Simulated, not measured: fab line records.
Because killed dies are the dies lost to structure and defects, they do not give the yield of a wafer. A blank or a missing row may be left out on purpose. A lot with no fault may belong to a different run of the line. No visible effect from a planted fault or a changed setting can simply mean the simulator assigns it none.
fab line records	flow gf180mcu
record: lots: 24	wafers: 72	last_day: 34
route steps=602 shown STI@25 V1@349 M2@365 V2@383 M3@409
lots with no fault: from the same line, run without faults
start_h: start of the lot's first displayed wafer, in hours after the record's first day	wait_h: time in hours since the lot's previous step	" unchanged from the row above	L1.1+2: one row covering several wafers at once	- no value present, or no start provided	* or withheld: withheld	< > ~ a bound
route shown NAME@n: NAME is a module with steps in the file, n the number in the route of the first one	usual: mean and standard deviation over wafers with no fault	same: alike in all rows	chamber/n: place in a boat	sites: readings site by site	_std_site: how widely they spread, as a standard deviation	_edge_site: the outer-site mean with the inner-site mean subtracted	radius_mm: how far each site lies from the wafer's centre	mask NAME#n: copy n	behind: the tool/chamber that last shaped the wafer	hold: the reason the lot was held/the length of the hold in hours/how it ended	device: transistor that didn't switch, given as n, p or np	end of line: tests of these same wafers at the route's end	a step with no rows: only its recipe	killed: at the first sort, the dies lost to defects and structure; wafer yield is something else	map: per-die view of a wafer (x killed, . not killed, _ where there is no die)
set.NAME: the run value of the setting; set.NAME@STEP: its run value at that earlier step	model.NAME: the simulator's own value behind a step, which no gauge read
steps of the route over a sample of lots; a table a step, a row a wafer
services: from which hour (start_h, from the record's first day; less than 0 if before it) a tool's chamber was out of use, for how many hours, and why
== steps ==
step: GF_STI_THK_MEAS_24
recipe: reads: SiO2_of_STI_CVD_23
usual: STI_CVD_23_THK: 650/7.4
lot.wafer	tool	chamber	start_h	wait_h	STI_CVD_23_THK[nm]
L074.1	film_metro-03	-	27.85	0.0	653
L074.2	"	-	"	"	646
L074.4	"	-	"	"	647
L075.2	film_metro-01	-	34.36	0.0	642
L075.4	"	-	"	"	639
L075.6	"	-	"	"	652
L076.3	film_metro-02	-	38.03	0.1	644
L076.5	"	-	"	"	640
L076.6	"	-	"	"	648
L077.2	film_metro-02	-	44.35	0.0	648
L077.3	"	-	"	"	657
L077.6	"	-	"	"	659
L078.1	film_metro-01	-	48.31	0.0	664
L078.2	"	-	"	"	660
L078.5	"	-	"	"	658
L079.1	film_metro-03	-	53.74	0.0	648
L079.5	"	-	"	"	640
L079.6	"	-	"	"	645
L080.1	film_metro-03	-	61.03	0.0	653
L080.2	"	-	"	"	661
L080.3	"	-	"	"	667
L081.1	film_metro-03	-	68.10	0.0	645
L081.4	"	-	"	"	649
L081.5	"	-	"	"	651
L082.4	film_metro-03	-	70.65	0.0	659
L082.5	"	-	"	"	651
L082.6	"	-	"	"	650
L083.2	film_metro-02	-	75.42	0.0	655
L083.3	"	-	"	"	656
L083.6	"	-	"	"	660
L084.2	film_metro-03	-	81.31	0.1	656
L084.3	"	-	"	"	651
L084.6	"	-	"	"	654
L085.3	film_metro-02	-	87.51	0.1	642
L085.5	"	-	"	"	645
L085.6	"	-	"	"	646
L086.2	film_metro-02	-	92.83	0.1	645
L086.4	"	-	"	"	658
L086.6	"	-	"	"	660
L087.1	film_metro-03	-	95.12	0.0	636
L087.3	"	-	"	"	641
L087.5	"	-	"	"	641
L088.2	film_metro-02	-	101.93	0.0	651
L088.4	"	-	"	"	653
L088.6	"	-	"	"	650
L089.1	film_metro-01	-	105.66	0.0	640
L089.4	"	-	"	"	637
L089.5	"	-	"	"	647
L090.1	film_metro-02	-	108.81	0.0	661
L090.2	"	-	"	"	650
L090.6	"	-	"	"	654
L091.4	film_metro-03	-	115.68	0.0	650
L091.5	"	-	"	"	654
L091.6	"	-	"	"	650
L092.1	film_metro-03	-	122.32	0.0	658
L092.3	"	-	"	"	657
L092.6	"	-	"	"	649
L093.3	film_metro-03	-	125.82	0.1	645
L093.4	"	-	"	"	650
L093.5	"	-	"	"	643
L094.2	film_metro-02	-	131.01	0.0	655
L094.4	"	-	"	"	648
L094.5	"	-	"	"	652
L095.2	film_metro-02	-	135.80	0.0	660
L095.5	"	-	"	"	662
L095.6	"	-	"	"	646
L096.1	film_metro-03	-	140.95	0.0	638
L096.3	"	-	"	"	642
L096.4	"	-	"	"	640
L097.4	film_metro-03	-	145.79	0.0	660
L097.5	"	-	"	"	639
L097.6	"	-	"	"	651
step: GF_V1_CD_MEAS_14
recipe: target_cd_nm: 260
usual: cd_nm: 260.1/1
lot.wafer	tool	chamber	start_h	wait_h	cd_nm
L074.1	cd_sem-01	-	407.53	0.1	260.8
L074.2	"	-	"	"	260.8
L074.4	"	-	"	"	260.5
L075.2	cd_sem-01	-	417.66	0.1	260.6
L075.4	"	-	"	"	261.4
L075.6	"	-	"	"	261.3
L076.3	cd_sem-02	-	420.06	0.1	259.7
L076.5	"	-	"	"	260.4
L076.6	"	-	"	"	260.2
L077.2	cd_sem-01	-	435.29	0.1	260.3
L077.3	"	-	"	"	260.3
L077.6	"	-	"	"	261.6
L078.1	cd_sem-01	-	444.39	0.1	259.3
L078.2	"	-	"	"	259.6
L078.5	"	-	"	"	259.4
L079.1	cd_sem-01	-	455.89	0.1	260.2
L079.5	"	-	"	"	259.9
L079.6	"	-	"	"	259.7
L080.1	cd_sem-02	-	470.84	0.1	260.0
L080.2	"	-	"	"	260.2
L080.3	"	-	"	"	258.5
L081.1	cd_sem-02	-	478.71	0.1	260.3
L081.4	"	-	"	"	260.1
L081.5	"	-	"	"	259.5
L082.4	cd_sem-01	-	483.67	0.1	259.1
L082.5	"	-	"	"	259.5
L082.6	"	-	"	"	261.7
L083.2	cd_sem-01	-	499.30	0.1	260.0
L083.3	"	-	"	"	260.3
L083.6	"	-	"	"	260.3
L084.2	cd_sem-02	-	502.68	0.1	260.3
L084.3	"	-	"	"	260.7
L084.6	"	-	"	"	260.7
L085.3	cd_sem-01	-	513.07	0.1	260.1
L085.5	"	-	"	"	261.5
L085.6	"	-	"	"	259.9
L086.2	cd_sem-01	-	523.58	0.1	258.9
L086.4	"	-	"	"	259.3
L086.6	"	-	"	"	259.8
L087.1	cd_sem-02	-	526.41	0.1	260.1
L087.3	"	-	"	"	260.5
L087.5	"	-	"	"	260.5
L088.2	cd_sem-02	-	537.93	0.1	258.9
L088.4	"	-	"	"	258.2
L088.6	"	-	"	"	258.0
L089.1	cd_sem-01	-	542.46	0.1	259.2
L089.4	"	-	"	"	259.4
L089.5	"	-	"	"	258.8
L090.1	cd_sem-01	-	548.06	0.1	261.6
L090.2	"	-	"	"	261.4
L090.6	"	-	"	"	261.7
L091.4	cd_sem-01	-	555.87	0.1	259.1
L091.5	"	-	"	"	258.2
L091.6	"	-	"	"	259.2
L092.1	cd_sem-02	-	562.33	0.1	261.2
L092.3	"	-	"	"	262.6
L092.6	"	-	"	"	261.0
L093.3	cd_sem-01	-	569.31	0.1	261.0
L093.4	"	-	"	"	260.4
L093.5	"	-	"	"	261.3
L094.2	cd_sem-02	-	573.64	0.1	259.8
L094.4	"	-	"	"	260.5
L094.5	"	-	"	"	259.4
L095.2	cd_sem-02	-	582.98	0.1	260.6
L095.5	"	-	"	"	260.1
L095.6	"	-	"	"	259.9
L096.1	cd_sem-02	-	591.27	0.1	259.7
L096.3	"	-	"	"	260.4
L096.4	"	-	"	"	261.0
L097.4	cd_sem-02	-	594.39	0.1	259.3
L097.5	"	-	"	"	259.4
L097.6	"	-	"	"	258.4
step: GF_M2_SPUTTER_03
recipe: material: Ti	target_thk_nm: 10	substrate_temp_c: 300	chamber_pressure_pa: 0.3	power_w: 3000	time_s: 6.7
usual: throttle_valve_pct: 30.0/0.92
same: time_s: 6.7
lot.wafer	tool	chamber	start_h	wait_h	throttle_valve_pct
L074.1	pvd_sputter-01	-	409.20	0.0	29.8
L074.2	"	-	"	"	30.1
L074.4	"	-	"	"	29.8
L075.2	pvd_sputter-03	-	419.65	0.0	28.9
L075.4	"	-	"	"	29.7
L075.6	"	-	"	"	30.7
L076.3	pvd_sputter-02	-	421.78	0.0	31.5
L076.5	"	-	"	"	29.2
L076.6	"	-	"	"	30.8
L077.2	pvd_sputter-01	-	436.95	0.0	31.4
L077.3	"	-	"	"	29.6
L077.6	"	-	"	"	29.5
L078.1	pvd_sputter-03	-	446.07	0.0	30.7
L078.2	"	-	"	"	28.7
L078.5	"	-	"	"	29.3
L079.1	pvd_sputter-03	-	457.68	0.0	29.8
L079.5	"	-	"	"	28.8
L079.6	"	-	"	"	29.4
L080.1	pvd_sputter-02	-	472.63	0.0	30.9
L080.2	"	-	"	"	31.6
L080.3	"	-	"	"	28.8
L081.1	pvd_sputter-01	-	480.74	0.0	31.5
L081.4	"	-	"	"	30.3
L081.5	"	-	"	"	31.3
L082.4	pvd_sputter-02	-	485.41	0.0	29.2
L082.5	"	-	"	"	30.9
L082.6	"	-	"	"	28.8
L083.2	pvd_sputter-01	-	500.95	0.0	29.3
L083.3	"	-	"	"	31.4
L083.6	"	-	"	"	29.6
L084.2	pvd_sputter-02	-	504.34	0.0	31.1
L084.3	"	-	"	"	29.1
L084.6	"	-	"	"	29.0
L085.3	pvd_sputter-01	-	514.70	0.0	29.4
L085.5	"	-	"	"	30.1
L085.6	"	-	"	"	31.7
L086.2	pvd_sputter-02	-	525.27	0.0	30.7
L086.4	"	-	"	"	31.6
L086.6	"	-	"	"	29.4
L087.1	pvd_sputter-02	-	528.12	0.0	29.3
L087.3	"	-	"	"	31.6
L087.5	"	-	"	"	29.0
L088.2	pvd_sputter-02	-	539.59	0.0	31.7
L088.4	"	-	"	"	29.1
L088.6	"	-	"	"	30.8
L089.1	pvd_sputter-02	-	544.14	0.0	29.0
L089.4	"	-	"	"	28.9
L089.5	"	-	"	"	31.1
L090.1	pvd_sputter-03	-	549.93	0.0	29.6
L090.2	"	-	"	"	30.5
L090.6	"	-	"	"	29.4
L091.4	pvd_sputter-02	-	557.53	0.0	29.1
L091.5	"	-	"	"	29.2
L091.6	"	-	"	"	31.6
L092.1	pvd_sputter-02	-	564.01	0.0	31.5
L092.3	"	-	"	"	28.7
L092.6	"	-	"	"	31.5
L093.3	pvd_sputter-01	-	570.95	0.0	30.2
L093.4	"	-	"	"	31.4
L093.5	"	-	"	"	29.7
L094.2	pvd_sputter-01	-	575.30	0.0	29.7
L094.4	"	-	"	"	31.3
L094.5	"	-	"	"	29.6
L095.2	pvd_sputter-01	-	584.63	0.0	29.7
L095.5	"	-	"	"	31.6
L095.6	"	-	"	"	29.7
L096.1	pvd_sputter-01	-	592.98	0.0	31.3
L096.3	"	-	"	"	29.6
L096.4	"	-	"	"	30.1
L097.4	pvd_sputter-03	-	596.02	0.0	28.7
L097.5	"	-	"	"	30.4
L097.6	"	-	"	"	30.0
step: GF_M2_THK_MEAS_06
recipe: thk_meas_gauge: xrf	reads: AlCu_of_M2_SPUTTER_02
usual: M2_ALCU_THK: 446/5.4
lot.wafer	tool	chamber	start_h	wait_h	M2_ALCU_THK[nm]
L074.1	film_metro-04	-	409.38	0.1	445
L074.2	"	-	"	"	457
L074.4	"	-	"	"	459
L075.2	film_metro-04	-	419.84	0.1	457
L075.4	"	-	"	"	446
L075.6	"	-	"	"	459
L076.3	film_metro-01	-	421.98	0.1	442
L076.5	"	-	"	"	447
L076.6	"	-	"	"	443
L077.2	film_metro-03	-	437.14	0.1	439
L077.3	"	-	"	"	449
L077.6	"	-	"	"	437
L078.1	film_metro-01	-	446.25	0.1	448
L078.2	"	-	"	"	447
L078.5	"	-	"	"	449
L079.1	film_metro-04	-	457.87	0.1	444
L079.5	"	-	"	"	446
L079.6	"	-	"	"	440
L080.1	film_metro-03	-	472.81	0.1	443
L080.2	"	-	"	"	440
L080.3	"	-	"	"	443
L081.1	film_metro-04	-	480.92	0.1	439
L081.4	"	-	"	"	443
L081.5	"	-	"	"	439
L082.4	film_metro-03	-	485.62	0.1	449
L082.5	"	-	"	"	450
L082.6	"	-	"	"	451
L083.2	film_metro-03	-	501.14	0.1	440
L083.3	"	-	"	"	444
L083.6	"	-	"	"	451
L084.2	film_metro-03	-	504.53	0.1	447
L084.3	"	-	"	"	446
L084.6	"	-	"	"	449
L085.3	film_metro-04	-	514.91	0.1	457
L085.5	"	-	"	"	455
L085.6	"	-	"	"	445
L086.2	film_metro-03	-	525.46	0.1	449
L086.4	"	-	"	"	452
L086.6	"	-	"	"	452
L087.1	film_metro-03	-	528.30	0.1	450
L087.3	"	-	"	"	445
L087.5	"	-	"	"	449
L088.2	film_metro-04	-	539.78	0.1	442
L088.4	"	-	"	"	444
L088.6	"	-	"	"	439
L089.1	film_metro-01	-	544.32	0.1	453
L089.4	"	-	"	"	455
L089.5	"	-	"	"	452
L090.1	film_metro-04	-	550.11	0.1	440
L090.2	"	-	"	"	449
L090.6	"	-	"	"	435
L091.4	film_metro-04	-	557.74	0.1	447
L091.5	"	-	"	"	447
L091.6	"	-	"	"	442
L092.1	film_metro-03	-	564.19	0.1	444
L092.3	"	-	"	"	449
L092.6	"	-	"	"	446
L093.3	film_metro-01	-	571.15	0.1	442
L093.4	"	-	"	"	437
L093.5	"	-	"	"	447
L094.2	film_metro-01	-	575.49	0.1	442
L094.4	"	-	"	"	438
L094.5	"	-	"	"	431
L095.2	film_metro-03	-	584.82	0.1	444
L095.5	"	-	"	"	446
L095.6	"	-	"	"	449
L096.1	film_metro-04	-	593.16	0.1	439
L096.3	"	-	"	"	436
L096.4	"	-	"	"	447
L097.4	film_metro-01	-	596.22	0.1	449
L097.5	"	-	"	"	444
L097.6	"	-	"	"	446
step: GF_V2_THK_MEAS_01
recipe: reads: SiO2_of_V2_CVD_00
usual: V2_CVD_00_THK: 601/6.1
lot.wafer	tool	chamber	start_h	wait_h	V2_CVD_00_THK[nm]
L074.1	film_metro-02	-	434.19	0.0	587
L074.2	"	-	"	"	586
L074.4	"	-	"	"	595
L075.2	film_metro-02	-	445.02	0.0	596
L075.4	"	-	"	"	598
L075.6	"	-	"	"	606
L076.3	film_metro-04	-	448.06	0.1	598
L076.5	"	-	"	"	604
L076.6	"	-	"	"	612
L077.2	film_metro-04	-	463.42	0.0	597
L077.3	"	-	"	"	603
L077.6	"	-	"	"	594
L078.1	film_metro-02	-	472.35	0.2	605
L078.2	"	-	"	"	605
L078.5	"	-	"	"	611
L079.1	film_metro-02	-	483.69	0.0	593
L079.5	"	-	"	"	604
L079.6	"	-	"	"	602
L080.1	film_metro-04	-	497.73	0.1	589
L080.2	"	-	"	"	607
L080.3	"	-	"	"	592
L081.1	film_metro-02	-	506.79	0.0	605
L081.4	"	-	"	"	615
L081.5	"	-	"	"	594
L082.4	film_metro-02	-	510.30	0.0	607
L082.5	"	-	"	"	600
L082.6	"	-	"	"	595
L083.2	film_metro-02	-	525.64	0.2	599
L083.3	"	-	"	"	604
L083.6	"	-	"	"	597
L084.2	film_metro-01	-	528.66	0.1	603
L084.3	"	-	"	"	601
L084.6	"	-	"	"	603
L085.3	film_metro-01	-	538.08	0.1	602
L085.5	"	-	"	"	600
L085.6	"	-	"	"	599
L086.2	film_metro-01	-	549.03	0.0	596
L086.4	"	-	"	"	601
L086.6	"	-	"	"	606
L087.1	film_metro-04	-	551.61	0.0	604
L087.3	"	-	"	"	598
L087.5	"	-	"	"	603
L088.2	film_metro-01	-	562.61	0.0	592
L088.4	"	-	"	"	604
L088.6	"	-	"	"	597
L089.1	film_metro-02	-	567.50	0.0	596
L089.4	"	-	"	"	601
L089.5	"	-	"	"	607
L090.1	film_metro-04	-	573.20	0.0	609
L090.2	"	-	"	"	597
L090.6	"	-	"	"	598
L091.4	film_metro-01	-	580.03	0.0	610
L091.5	"	-	"	"	602
L091.6	"	-	"	"	602
L092.1	film_metro-02	-	585.99	0.0	600
L092.3	"	-	"	"	590
L092.6	"	-	"	"	586
L093.3	film_metro-04	-	593.42	0.1	606
L093.4	"	-	"	"	603
L093.5	"	-	"	"	600
L094.2	film_metro-04	-	597.36	0.0	605
L094.4	"	-	"	"	607
L094.5	"	-	"	"	615
L095.2	film_metro-01	-	606.30	0.1	594
L095.5	"	-	"	"	606
L095.6	"	-	"	"	603
L096.1	film_metro-04	-	615.22	0.0	597
L096.3	"	-	"	"	610
L096.4	"	-	"	"	603
L097.4	film_metro-01	-	617.57	0.0	601
L097.5	"	-	"	"	598
L097.6	"	-	"	"	607
step: GF_M3_SPUTTER_00
recipe: material: Ti	target_thk_nm: 37.5	arriving_ion_energy_ev: 80	substrate_temp_c: 200	chamber_pressure_pa: 2	power_w: 4000	time_s: 150
usual: throttle_valve_pct: 30.0/1
same: time_s: 150
lot.wafer	tool	chamber	start_h	wait_h	throttle_valve_pct
L074.1	pvd_sputter-02	-	461.78	0.2	29.4
L074.2	"	-	"	"	31.8
L074.4	"	-	"	"	29.2
L075.2	pvd_sputter-03	-	471.93	0.2	30.6
L075.4	"	-	"	"	30.3
L075.6	"	-	"	"	29.6
L076.3	pvd_sputter-02	-	474.77	0.2	30.6
L076.5	"	-	"	"	30.6
L076.6	"	-	"	"	29.0
L077.2	pvd_sputter-02	-	490.83	0.2	29.0
L077.3	"	-	"	"	30.9
L077.6	"	-	"	"	30.8
L078.1	pvd_sputter-02	-	498.65	0.2	30.9
L078.2	"	-	"	"	31.6
L078.5	"	-	"	"	29.0
L079.1	pvd_sputter-02	-	509.60	0.1	31.7
L079.5	"	-	"	"	29.0
L079.6	"	-	"	"	30.9
L080.1	pvd_sputter-02	-	522.95	0.1	31.5
L080.2	"	-	"	"	31.2
L080.3	"	-	"	"	29.4
L081.1	pvd_sputter-03	-	532.09	0.1	29.5
L081.4	"	-	"	"	30.4
L081.5	"	-	"	"	28.7
L082.4	pvd_sputter-04	-	535.34	0.1	29.4
L082.5	"	-	"	"	31.4
L082.6	"	-	"	"	28.8
L083.2	pvd_sputter-02	-	550.64	0.2	28.9
L083.3	"	-	"	"	30.8
L083.6	"	-	"	"	30.8
L084.2	pvd_sputter-03	-	553.54	0.1	30.7
L084.3	"	-	"	"	29.5
L084.6	"	-	"	"	30.0
L085.3	pvd_sputter-04	-	562.60	0.2	31.7
L085.5	"	-	"	"	29.4
L085.6	"	-	"	"	31.8
L086.2	pvd_sputter-04	-	573.14	0.1	28.9
L086.4	"	-	"	"	29.6
L086.6	"	-	"	"	29.8
L087.1	pvd_sputter-03	-	575.65	0.2	29.6
L087.3	"	-	"	"	30.5
L087.5	"	-	"	"	28.9
L088.2	pvd_sputter-04	-	585.98	0.1	31.4
L088.4	"	-	"	"	29.2
L088.6	"	-	"	"	29.6
L089.1	pvd_sputter-03	-	590.69	0.2	30.6
L089.4	"	-	"	"	29.5
L089.5	"	-	"	"	30.5
L090.1	pvd_sputter-02	-	596.44	0.2	29.3
L090.2	"	-	"	"	30.9
L090.6	"	-	"	"	29.0
L091.4	pvd_sputter-02	-	603.23	0.1	29.0
L091.5	"	-	"	"	31.5
L091.6	"	-	"	"	29.0
L092.1	pvd_sputter-02	-	609.05	0.2	30.6
L092.3	"	-	"	"	29.0
L092.6	"	-	"	"	29.2
L093.3	pvd_sputter-02	-	616.20	0.2	28.9
L093.4	"	-	"	"	29.2
L093.5	"	-	"	"	29.3
L094.2	pvd_sputter-03	-	620.68	0.1	29.5
L094.4	"	-	"	"	28.8
L094.5	"	-	"	"	29.1
L095.2	pvd_sputter-04	-	629.60	0.1	30.0
L095.5	"	-	"	"	29.5
L095.6	"	-	"	"	31.6
L096.1	pvd_sputter-02	-	637.96	0.2	29.1
L096.3	"	-	"	"	31.7
L096.4	"	-	"	"	30.9
L097.4	pvd_sputter-02	-	639.95	0.2	30.7
L097.5	"	-	"	"	31.6
L097.6	"	-	"	"	29.0
== services ==
tool	chamber	start_h	hours	kind
pvd_sputter-03	-	396.09	1.1	repair
pvd_sputter-02	1	427.42	-	consumable_replace:kit
pvd_sputter-02	1	427.42	18.0	scheduled_down
pvd_sputter-02	1	427.42	18.0	vent_cycle
pvd_sputter-04	-	454.96	22.1	repair
pvd_sputter-01	-	462.89	0.7	repair
pvd_sputter-04	-	479.88	1.1	repair
pvd_sputter-04	-	481.09	0.7	repair
pvd_sputter-04	-	520.94	4.1	repair
pvd_sputter-01	-	540.59	1.0	repair
pvd_sputter-02	0	564.07	-	consumable_replace:kit
pvd_sputter-02	0	564.07	18.0	scheduled_down
pvd_sputter-02	0	564.07	18.0	vent_cycle
pvd_sputter-02	-	582.03	9.0	repair
pvd_sputter-03	3	595.71	-	consumable_replace:kit
pvd_sputter-03	3	595.71	18.0	scheduled_down
pvd_sputter-03	3	595.71	18.0	vent_cycle
pvd_sputter-01	3	630.11	-	consumable_replace:kit
pvd_sputter-01	3	630.11	18.0	scheduled_down
pvd_sputter-01	3	630.11	18.0	vent_cycle
== key ==
fault none
